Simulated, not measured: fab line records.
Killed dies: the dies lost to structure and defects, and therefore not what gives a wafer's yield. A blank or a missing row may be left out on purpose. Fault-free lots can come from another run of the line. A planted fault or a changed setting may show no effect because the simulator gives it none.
A single fault, viewed from 2 desks ; flow gf180mcu ; what lay behind the numbers comes last; until then each desk has only its own

AT THE METROLOGY DESK
Means of the sampled wafers that have a number, per lot and without regard to the tool the lot ran on: this is what the gauges read. The brackets show how far a lot's mean lies from the usual mean; more than 4 standard deviations puts the lot out of limits, marked OUT.
Columns: A = cd-nm at GF_HV_LDD_CD_MEAS_19, usual 399.0 nm; B = HV_LDD_01_OVL at GF_HV_LDD_OVL_MEAS_20, usual -0.4 nm; C = HV_LDD_2_TW at GF_HV_LDD_TW_MEAS_23, usual 1046
lot;first seen here;A;B;C
L776;day 11 12:41;397.7;1.4;1068
L781;day 13 12:05;398.0;-0.8;1033
L783;day 13 23:10;398.5;1.4;1061
L784;day 14 10:25;400.7;-0.7;1026
L791;day 16 15:32;399.6;-1.9;1059
L793;day 17 07:36;399.7;1.0;1063
L794;day 17 14:47;396.5;-1.8;1027
Finding of this desk: none of the 7 lots has anything out of limits.

AT THE TOOL OWNER'S DESK: iline-stepper-02
The tool's own readings at GF_HV_LDD_EXPOSE_28 (exposes mask Nplus HV AREA, target cd 400 nm): means of the sampled wafers that have a number, for each lot that ran on this tool. The brackets show how far a lot's mean lies from the usual mean; more than 4 standard deviations puts the lot out of limits, marked OUT.
Columns: A = exposure-dose-mJ-cm2 at GF_HV_LDD_EXPOSE_28, usual 139.95; B = focus-offset-nm at GF_HV_LDD_EXPOSE_28, usual 0.0 nm; C = reticle-temp-C at GF_HV_LDD_EXPOSE_28, usual 22.99 C
lot;first seen here;A;B;C
L793;day 17 19:48;139.98;-0.3;22.97
This desk's finding: nothing out of limits on the one lot.

TAKEN TOGETHER
From the metrology desk's view, nothing was out of limits.
The desk of the tool owner found nothing out of limits.

WHAT HAD BEEN PUT IN BY THE SIMULATOR
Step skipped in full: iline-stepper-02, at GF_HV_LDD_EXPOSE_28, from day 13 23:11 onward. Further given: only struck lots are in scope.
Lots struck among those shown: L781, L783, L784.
